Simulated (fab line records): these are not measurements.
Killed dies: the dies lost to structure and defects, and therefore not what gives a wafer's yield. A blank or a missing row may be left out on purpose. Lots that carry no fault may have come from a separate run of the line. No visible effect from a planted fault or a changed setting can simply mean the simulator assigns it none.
fab line records | flow gf180mcu
[record] lots = 12 | wafers = 36 | last_day = 34
route steps=602 shown V2@386
lots with no fault: from the same line, run without faults
start_h: hours from the record's first day to the start of the lot's first wafer shown | wait_h: hours elapsed since this lot's preceding step | " repeats the value in the row above | L1.1+2: a single row standing in for several wafers | - no value, or no start was given | * or withheld: withheld | < > ~ a bound
route shown NAME@n: NAME is a module with steps in the file, n the number in the route of the first one | usual: mean/standard deviation of fault-free wafers | same: alike in all rows | chamber/n: place in a boat | sites: per-site readings | _std_site: the standard deviation of these | _edge_site: outer sites' mean less inner sites' | radius_mm: for every site, how far away it sits from the centre of the wafer | mask NAME#n: copy n | behind: the most recent tool/chamber to have shaped the wafer | hold: why the lot went on hold/how many hours it stayed there/how the hold came to an end | device: the n, p or np transistor that did not switch | end of line: tests run on the same wafers once the route is complete | a step with no rows: only its recipe | killed: dies that structure and defects cost at the first sort, which is not the same as the wafer's yield | map: shows each die of a wafer: x if killed, . if not, _ if none is there
set.NAME: setting as actually run; set.NAME@STEP: the setting as run at that earlier step | model.NAME: the simulator's own value behind a step, which no gauge read
the route's steps for a sample of lots (tables are steps, rows are wafers)
services: a tool's chamber out of use, with start hour (start_h, from the record's first day; less than 0 if before it), hours out, and reason
[[steps]]
[step GF_V2_CMP_04]
[recipe] material = SiO2 | down_force_psi = 4 | platen_rpm = 60 | pad_velocity_m_s = 0.94248
[usual] motor_current_A = 12.1/0.86 | time_to_endpoint_s = 81/5.5
lot.wafer | tool   | chamber | start_h | wait_h | motor_current_A | time_to_endpoint_s
L961.1    | cmp-02 | 2       | 459.15  | 0.1    | 11.8            | 78
L961.2    | "      | 3       | "       | "      | 11.5            | 73
L961.3    | "      | 1       | "       | "      | 12.5            | 77
L962.3    | cmp-01 | 3       | 462.39  | 0.3    | 12.2            | 77
L962.1    | "      | 0       | "       | "      | 10.7            | 77
L962.6    | "      | 3       | "       | "      | 13.0            | 86
L963.2    | cmp-02 | 0       | 474.17  | 0.1    | 11.3            | 75
L963.6    | "      | 2       | "       | "      | 11.5            | 90
L963.5    | "      | 3       | "       | "      | 11.6            | 76
L966.3    | cmp-01 | 1       | 496.77  | 0.1    | 11.9            | 78
L966.4    | "      | 3       | "       | "      | 12.7            | 93
L966.6    | "      | 1       | "       | "      | 11.6            | 86
L967.4    | cmp-02 | 2       | 502.50  | 0.2    | 11.9            | 82
L967.3    | "      | 0       | "       | "      | 12.0            | 77
L967.6    | "      | 1       | "       | "      | 13.3            | 75
L968.4    | cmp-02 | 1       | 516.95  | 0.1    | 12.9            | 88
L968.3    | "      | 2       | "       | "      | 11.8            | 80
L968.6    | "      | 0       | "       | "      | 11.5            | 85
L970.1    | cmp-02 | 0       | 528.96  | 0.1    | 11.5            | 80
L970.4    | "      | 1       | "       | "      | 13.2            | 86
L970.3    | "      | 2       | "       | "      | 11.7            | 86
L972.1    | cmp-02 | 1       | 545.05  | 0.1    | 13.3            | 75
L972.3    | "      | 2       | "       | "      | 12.7            | 78
L972.5    | "      | 3       | "       | "      | 11.6            | 84
L974.3    | cmp-02 | 3       | 563.32  | 0.0    | 12.0            | 78
L974.4    | "      | 1       | "       | "      | 12.7            | 93
L974.6    | "      | 0       | "       | "      | 11.1            | 84
L976.3    | cmp-02 | 3       | 576.07  | 0.1    | 12.1            | 76
L976.1    | "      | 0       | "       | "      | 11.6            | 78
L976.4    | "      | 1       | "       | "      | 13.2            | 85
L979.3    | cmp-02 | 2       | 602.01  | 0.1    | 12.2            | 87
L979.2    | "      | 3       | "       | "      | 11.4            | 82
L979.6    | "      | 1       | "       | "      | 12.5            | 89
L983.1    | cmp-02 | 2       | 627.64  | 0.1    | 12.2            | 83
L983.2    | "      | 3       | "       | "      | 11.8            | 73
L983.5    | "      | 1       | "       | "      | 12.9            | 81
[step GF_V2_BOW_MEAS_05]
[recipe] mode = bow
[usual] V2_BOW = 97/8.6
lot.wafer | tool          | chamber | start_h | wait_h | V2_BOW[um]
L961.1    | film_metro-04 | -       | 459.45  | 0.2    | 93
L961.2    | "             | -       | "       | "      | 109
L961.3    | "             | -       | "       | "      | 97
L962.1    | film_metro-03 | -       | 462.69  | 0.2    | 106
L962.3    | "             | -       | "       | "      | 91
L962.6    | "             | -       | "       | "      | 94
L963.2    | film_metro-01 | -       | 474.39  | 0.2    | 98
L963.5    | "             | -       | "       | "      | 98
L963.6    | "             | -       | "       | "      | 95
L966.3    | film_metro-04 | -       | 497.06  | 0.2    | 105
L966.4    | "             | -       | "       | "      | 101
L966.6    | "             | -       | "       | "      | 98
L967.3    | film_metro-04 | -       | 502.79  | 0.1    | 86
L967.4    | "             | -       | "       | "      | 85
L967.6    | "             | -       | "       | "      | 98
L968.3    | film_metro-03 | -       | 517.19  | 0.1    | 101
L968.4    | "             | -       | "       | "      | 106
L968.6    | "             | -       | "       | "      | 100
L970.1    | film_metro-03 | -       | 529.21  | 0.2    | 97
L970.3    | "             | -       | "       | "      | 98
L970.4    | "             | -       | "       | "      | 92
L972.1    | film_metro-01 | -       | 545.25  | 0.1    | 105
L972.3    | "             | -       | "       | "      | 96
L972.5    | "             | -       | "       | "      | 103
L974.3    | film_metro-03 | -       | 563.66  | 0.3    | 103
L974.4    | "             | -       | "       | "      | 108
L974.6    | "             | -       | "       | "      | 83
L976.1    | film_metro-03 | -       | 576.32  | 0.1    | 91
L976.3    | "             | -       | "       | "      | 92
L976.4    | "             | -       | "       | "      | 81
L979.2    | film_metro-03 | -       | 602.28  | 0.2    | 110
L979.3    | "             | -       | "       | "      | 106
L979.6    | "             | -       | "       | "      | 108
L983.1    | film_metro-01 | -       | 627.89  | 0.2    | 106
L983.2    | "             | -       | "       | "      | 101
L983.5    | "             | -       | "       | "      | 98
[step GF_V2_SPUTTER_22]
[recipe] material = TiN | target_thk_nm = 10 | chamber_pressure_pa = 5 | power_w = 4000 | time_s = 40
[usual] throttle_valve_pct = 29.8/0.64
lot.wafer | tool           | chamber | start_h | wait_h | throttle_valve_pct
L961.1    | pvd_sputter-03 | -       | 484.26  | 0.0    | 29.7
L961.2    | "              | -       | "       | "      | 28.8
L961.3    | "              | -       | "       | "      | 29.8
L962.1    | pvd_sputter-03 | -       | 487.99  | 0.0    | 29.0
L962.3    | "              | -       | "       | "      | 29.4
L962.6    | "              | -       | "       | "      | 29.6
L963.2    | pvd_sputter-02 | -       | 499.19  | 0.0    | 29.6
L963.5    | "              | -       | "       | "      | 30.7
L963.6    | "              | -       | "       | "      | 29.7
L966.3    | pvd_sputter-03 | -       | 521.48  | 0.0    | 28.9
L966.4    | "              | -       | "       | "      | 30.7
L966.6    | "              | -       | "       | "      | 29.6
L967.3    | pvd_sputter-04 | -       | 526.40  | 0.0    | 29.7
L967.4    | "              | -       | "       | "      | 30.3
L967.6    | "              | -       | "       | "      | 30.3
L968.3    | pvd_sputter-03 | -       | 541.64  | 0.0    | 29.6
L968.4    | "              | -       | "       | "      | 28.9
L968.6    | "              | -       | "       | "      | 28.9
L970.1    | pvd_sputter-04 | -       | 552.56  | 0.0    | 29.6
L970.3    | "              | -       | "       | "      | 29.8
L970.4    | "              | -       | "       | "      | 31.0
L972.1    | pvd_sputter-03 | -       | 568.47  | 0.0    | 29.1
L972.3    | "              | -       | "       | "      | 29.4
L972.5    | "              | -       | "       | "      | 31.3
L974.3    | pvd_sputter-03 | -       | 587.10  | 0.0    | 29.7
L974.4    | "              | -       | "       | "      | 29.7
L974.6    | "              | -       | "       | "      | 29.1
L976.1    | pvd_sputter-03 | -       | 598.06  | 0.0    | 29.8
L976.3    | "              | -       | "       | "      | 29.7
L976.4    | "              | -       | "       | "      | 30.8
L979.2    | pvd_sputter-03 | -       | 623.84  | 0.0    | 29.1
L979.3    | "              | -       | "       | "      | 29.5
L979.6    | "              | -       | "       | "      | 29.7
L983.1    | pvd_sputter-02 | -       | 648.96  | 0.0    | 30.4
L983.2    | "              | -       | "       | "      | 29.4
L983.5    | "              | -       | "       | "      | 30.0
[step GF_V2_CVD_23]
[recipe] material = W | target_thk_nm = 350 | time_s = 104.94 | temp_c = 400 | pressure_torr = 40
[usual] heater_power_w = 871/82
lot.wafer | tool     | chamber | start_h | wait_h | heater_power_w
L961.1    | cvd_w-02 | 0       | 484.29  | 0.0    | 841
L961.2    | "        | 1       | "       | "      | 988
L961.3    | "        | 0       | "       | "      | 836
L962.1    | cvd_w-02 | 1       | 488.03  | 0.0    | 968
L962.3    | "        | 0       | "       | "      | 828
L962.6    | "        | 0       | "       | "      | 840
L963.2    | cvd_w-02 | 0       | 499.23  | 0.0    | 832
L963.5    | "        | 0       | "       | "      | 821
L963.6    | "        | 1       | "       | "      | 986
L966.3    | cvd_w-02 | 0       | 521.56  | 0.1    | 835
L966.4    | "        | 1       | "       | "      | 986
L966.6    | "        | 0       | "       | "      | 832
L967.3    | cvd_w-01 | 1       | 526.48  | 0.1    | 783
L967.4    | "        | 0       | "       | "      | 827
L967.6    | "        | 0       | "       | "      | 828
L968.3    | cvd_w-02 | 0       | 541.71  | 0.1    | 827
L968.4    | "        | 1       | "       | "      | 992
L968.6    | "        | 0       | "       | "      | 830
L970.1    | cvd_w-02 | 0       | 552.60  | 0.0    | 839
L970.3    | "        | 0       | "       | "      | 831
L970.4    | "        | 1       | "       | "      | 951
L972.1    | cvd_w-01 | 0       | 568.51  | 0.0    | 849
L972.3    | "        | 1       | "       | "      | 776
L972.5    | "        | 0       | "       | "      | 832
L974.3    | cvd_w-01 | 0       | 587.17  | 0.1    | 840
L974.4    | "        | 1       | "       | "      | 763
L974.6    | "        | 0       | "       | "      | 833
L976.1    | cvd_w-02 | 0       | 598.10  | 0.0    | 828
L976.3    | "        | 1       | "       | "      | 983
L976.4    | "        | 0       | "       | "      | 826
L979.2    | cvd_w-02 | 1       | 623.88  | 0.0    | 993
L979.3    | "        | 1       | "       | "      | 984
L979.6    | "        | 0       | "       | "      | 845
L983.1    | cvd_w-01 | 0       | 649.01  | 0.0    | 827
L983.2    | "        | 1       | "       | "      | 766
L983.5    | "        | 0       | "       | "      | 815
[step GF_V2_RS_MEAS_24]
[recipe] thk_meas_gauge = four-point-probe | reads = W_of_V2_CVD_23+TiN_of_V2_SPUTTER_22+Ti_of_V2_SPUTTER_21
[usual] V2_W_RS = 0.327/0.003
lot.wafer | tool          | chamber | start_h | wait_h | V2_W_RS[ohm/sq]
L961.1    | film_metro-03 | -       | 484.41  | 0.1    | 0.328
L961.2    | "             | -       | "       | "      | 0.325
L961.3    | "             | -       | "       | "      | 0.329
L962.1    | film_metro-01 | -       | 488.14  | 0.1    | 0.325
L962.3    | "             | -       | "       | "      | 0.332
L962.6    | "             | -       | "       | "      | 0.329
L963.2    | film_metro-04 | -       | 499.36  | 0.1    | 0.330
L963.5    | "             | -       | "       | "      | 0.330
L963.6    | "             | -       | "       | "      | 0.323
L966.3    | film_metro-03 | -       | 521.67  | 0.1    | 0.327
L966.4    | "             | -       | "       | "      | 0.325
L966.6    | "             | -       | "       | "      | 0.327
L967.3    | film_metro-03 | -       | 526.60  | 0.1    | 0.327
L967.4    | "             | -       | "       | "      | 0.327
L967.6    | "             | -       | "       | "      | 0.323
L968.3    | film_metro-01 | -       | 541.83  | 0.1    | 0.325
L968.4    | "             | -       | "       | "      | 0.323
L968.6    | "             | -       | "       | "      | 0.325
L970.1    | film_metro-03 | -       | 552.71  | 0.1    | 0.329
L970.3    | "             | -       | "       | "      | 0.329
L970.4    | "             | -       | "       | "      | 0.328
L972.1    | film_metro-01 | -       | 568.62  | 0.1    | 0.323
L972.3    | "             | -       | "       | "      | 0.326
L972.5    | "             | -       | "       | "      | 0.326
L974.3    | film_metro-03 | -       | 587.29  | 0.1    | 0.322
L974.4    | "             | -       | "       | "      | 0.324
L974.6    | "             | -       | "       | "      | 0.322
L976.1    | film_metro-04 | -       | 598.21  | 0.1    | 0.365
L976.3    | "             | -       | "       | "      | 0.359
L976.4    | "             | -       | "       | "      | 0.362
L979.2    | film_metro-01 | -       | 624.01  | 0.1    | 0.357
L979.3    | "             | -       | "       | "      | 0.357
L979.6    | "             | -       | "       | "      | 0.364
L983.1    | film_metro-01 | -       | 649.12  | 0.1    | 0.334
L983.2    | "             | -       | "       | "      | 0.329
L983.5    | "             | -       | "       | "      | 0.331
[step GF_V2_THK_MEAS_25]
[recipe] thk_meas_gauge = xrf | reads = W_of_V2_CVD_23
[usual] V2_W_THK = 366/6.7
lot.wafer | tool          | chamber | start_h | wait_h | V2_W_THK[nm]
L961.1    | film_metro-03 | -       | 484.53  | 0.1    | 368
L961.2    | "             | -       | "       | "      | 374
L961.3    | "             | -       | "       | "      | 370
L962.1    | film_metro-01 | -       | 488.26  | 0.1    | 360
L962.3    | "             | -       | "       | "      | 353
L962.6    | "             | -       | "       | "      | 357
L963.2    | film_metro-04 | -       | 499.47  | 0.1    | 368
L963.5    | "             | -       | "       | "      | 368
L963.6    | "             | -       | "       | "      | 373
L966.3    | film_metro-03 | -       | 521.77  | 0.1    | 366
L966.4    | "             | -       | "       | "      | 373
L966.6    | "             | -       | "       | "      | 369
L967.3    | film_metro-03 | -       | 526.70  | 0.1    | 367
L967.4    | "             | -       | "       | "      | 368
L967.6    | "             | -       | "       | "      | 372
L968.3    | film_metro-01 | -       | 541.93  | 0.1    | 359
L968.4    | "             | -       | "       | "      | 362
L968.6    | "             | -       | "       | "      | 358
L970.1    | film_metro-03 | -       | 552.83  | 0.1    | 371
L970.3    | "             | -       | "       | "      | 373
L970.4    | "             | -       | "       | "      | 370
L972.1    | film_metro-01 | -       | 568.74  | 0.1    | 361
L972.3    | "             | -       | "       | "      | 360
L972.5    | "             | -       | "       | "      | 359
L974.3    | film_metro-03 | -       | 587.39  | 0.1    | 380
L974.4    | "             | -       | "       | "      | 376
L974.6    | "             | -       | "       | "      | 380
L976.1    | film_metro-04 | -       | 598.33  | 0.1    | 332
L976.3    | "             | -       | "       | "      | 337
L976.4    | "             | -       | "       | "      | 333
L979.2    | film_metro-01 | -       | 624.12  | 0.1    | 326
L979.3    | "             | -       | "       | "      | 326
L979.6    | "             | -       | "       | "      | 320
L983.1    | film_metro-01 | -       | 649.24  | 0.1    | 348
L983.2    | "             | -       | "       | "      | 354
L983.5    | "             | -       | "       | "      | 351
[[services]]
tool           | chamber | start_h | hours | kind
cvd_w-01       | 0       | 436.82  | 11.1  | repair
cmp-01         | -       | 438.18  | 3.4   | pm
pvd_sputter-02 | -       | 440.01  | 3.4   | repair
cvd_w-01       | -       | 449.31  | 0.8   | repair
pvd_sputter-02 | 1       | 455.98  | -     | consumable_replace:kit
pvd_sputter-02 | 1       | 455.98  | 18.0  | scheduled_down
cmp-01         | -       | 458.61  | 1.6   | repair
pvd_sputter-03 | -       | 459.09  | 8.8   | repair
cmp-02         | -       | 460.99  | 3.2   | repair
cmp-01         | -       | 467.61  | 1.4   | repair
cmp-01         | -       | 474.59  | 0.4   | repair
cmp-01         | -       | 501.15  | 16.3  | pm
pvd_sputter-03 | -       | 501.47  | 1.7   | repair
cmp-01         | -       | 517.41  | 4.2   | pm
cmp-01         | -       | 525.32  | 0.4   | repair
cmp-01         | -       | 542.90  | 0.3   | repair
pvd_sputter-02 | -       | 550.65  | 3.0   | repair
cmp-01         | -       | 572.28  | 4.0   | pm
pvd_sputter-04 | -       | 572.64  | 8.5   | repair
pvd_sputter-02 | -       | 576.99  | 2.1   | repair
cvd_w-01       | -       | 588.25  | 2.8   | pm
cmp-02         | -       | 611.90  | 1.1   | repair
pvd_sputter-02 | -       | 617.85  | 9.5   | repair
cvd_w-02       | 0       | 643.16  | 13.6  | repair
[[key]]
[first_sign] step = GF_V2_RS_MEAS_24 | reading = V2_W_RS | direction = up | sigmas = 11 | usual = 0.327 | struck = 0.360
[effect] step = GF_V2_THK_MEAS_25 | reading = V2_W_THK | direction = down | sigmas = 5.5 | usual = 366 | struck = 329
met_at GF_V2_CVD_23
struck_lots L976,L979
not_acting_at GF_V2_CMP_04,GF_V2_BOW_MEAS_05,GF_V2_SPUTTER_22
onset_between 552.60 598.10
[fault] kind = process_parameter_drift | tool = cvd_w-02 | chamber = - | onset_h = 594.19 | steps = GF_V2_CVD_23 | channel = target_thk_nm | offset = -31.117 | shape = step | end_h = 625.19 | acts_in = these_recipes_only | stated = 350
